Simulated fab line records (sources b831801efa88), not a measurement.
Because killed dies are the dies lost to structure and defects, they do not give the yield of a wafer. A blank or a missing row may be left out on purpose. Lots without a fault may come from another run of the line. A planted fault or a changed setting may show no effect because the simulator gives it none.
A lot that was struck, set against a sound lot    flow sky130    17 out of 708 route steps
Sound: wafers L174.1, L174.5, L174.6. Wafers L184.2, L184.3, L184.4 were the ones struck. The cause is given at the end.
Per side, at each step with rows, come the tool, then ch with its chambers, and then its first start. Under that, the readings that differ: sound wafers    struck wafers    difference of the means    sigmas: that difference in standard deviations of wafers without a fault.
alike: words and numbers the same on both sides, and readings whose means are apart by under 2 such deviations; not compared: readings that were withheld, readings missing a value for some wafer, numbers with overlapping values and no deviation given by the record, and bounds like >300 which may hide the same value.
Wherever a step has rows on one side only, a row that says differs or no value, or a row with sigmas, the two part there. Non-overlapping numbers with no deviation appear without sigmas and do not part them. A reading missing from all wafers of one side parts the sides only when that side holds two or more wafers.

SKY_METAL5_SPUTTER_01: material TiN, target thk 20 nm, time 16.7 s.
  sound on pvd-sputter-01 at day 44 03:58; struck on pvd-sputter-01 at day 47 12:49
  alike: throttle-valve-pct
then, 1 step without rows for these wafers: SKY_METAL5_SPUTTER_02 (material AlCu, target thk 1150 nm, time 61.2 s).
SKY_METAL5_SPUTTER_03: material Ti, target thk 5 nm, time 3.3 s.
  sound on pvd-sputter-01 at day 44 04:03; struck on pvd-sputter-01 at day 47 12:54
  alike: throttle-valve-pct
SKY_METAL5_SPUTTER_04: material TiN, target thk 70 nm, time 58.3 s.
  sound on pvd-sputter-01 at day 44 04:04; struck on pvd-sputter-01 at day 47 12:55
  alike: throttle-valve-pct
SKY_METAL5_RS_MEAS_05: measures by four-point-probe.
  sound on film-metro-03 at day 44 04:07; struck on film-metro-01 at day 47 12:59
reading                  sound                    struck                  difference  sigmas
METAL5_ALCU_RS (ohm/sq)  0.02677 0.02687 0.02673  0.02731 0.0274 0.02726  +0.00053    +2
SKY_METAL5_THK_MEAS_06: measures by xrf.
  sound on film-metro-03 at day 44 04:14; struck on film-metro-01 at day 47 13:05
reading               sound           struck          difference  sigmas
METAL5_ALCU_THK (nm)  1135 1134 1142  1102 1106 1113  -30         -2
then, 6 steps without rows for these wafers: SKY_METAL5_DEHYDRATE_07 (time 60 s); SKY_METAL5_HMDS_08 (prime time 60 s); SKY_METAL5_COAT_09 (resist thk 1800 nm); SKY_METAL5_SOFTBAKE_10 (time 60 s); SKY_METAL5_EXPOSE_11 (exposes mask MM5, target cd 1600 nm); SKY_METAL5_PEB_12.
SKY_METAL5_DEVELOP_13: develop time 60 s.
  sound on litho-track-01 ch 0, day 45 01:26; struck on litho-track-01 ch 0, day 48 07:43
reading                  sound           struck          difference  sigmas
model.METAL5.cd-nm (nm)  1599 1599 1598  1683 1683 1684  +85         
SKY_METAL5_DESCUM_14: chemistry O2, time 11 s.
  sound on rie-metal-02 ch 0,1, day 45 01:35; struck on rie-metal-04 ch 0,1, day 48 07:50
  alike: drypump-motor-current-A, oes-product-au
  not compared: rf-hours-counter-h
SKY_METAL5_METAL_ETCH_15: etches the open film in Cl2/BCl3, stops on SiO2, target depth 1260 nm, time 252 s.
  sound on rie-metal-02 ch 0,1, day 45 01:37; struck on rie-metal-04 ch 0,1, day 48 07:53
reading                  sound           struck          difference  sigmas
model.METAL5.cd-nm (nm)  1606 1601 1599  1687 1691 1685  +86         
  alike: drypump-motor-current-A, oes-product-au, throttle-valve-pct
  not compared: rf-hours-counter-h
SKY_METAL5_STRIP_16: strips in O2/N2.
  sound on plasma-asher-01 ch 0,1, day 45 01:52; struck on plasma-asher-03 ch 0,1, day 48 08:07
reading                      sound        struck       difference  sigmas
drypump-motor-current-A (A)  5.4 5.9 5.3  6.5 6.5 5.9  +0.8        +2
  alike: oes-product-au, strip-time-to-endpoint-s
  not compared: rf-hours-counter-h
SKY_PAD_OPEN_PROBE_99:
  sound on prober-02 at day 46 23:58; struck on prober-01 at day 49 21:35
reading                         sound                    struck                   difference  sigmas
model.etest.met5.width-nm (nm)  1607 1603 1600           1686 1690 1688           +85         
model.etest.met5.line-ohm-um    0.01661 0.01657 0.01686  0.01635 0.01637 0.01623  -0.00036    
  alike: defect-limited-yield, killed_at_M0_to_M3, killed_at_M4_up, killed-at-contacts, killed-at-front-end, killed-at-other, killed-dies, killed-open, killed-short, sort_bin_3_pad_short, sort_bin_5_function, sort_bin_6_memory, sort-n-pass, sort-yield-pct

WHERE THEY PART
At SKY_METAL5_RS_MEAS_05 first; at SKY_METAL5_STRIP_16 last (within this record only). Later steps at which nothing parts them and some readings are alike: SKY_PAD_OPEN_PROBE_99.

WHY: what the simulator had put in
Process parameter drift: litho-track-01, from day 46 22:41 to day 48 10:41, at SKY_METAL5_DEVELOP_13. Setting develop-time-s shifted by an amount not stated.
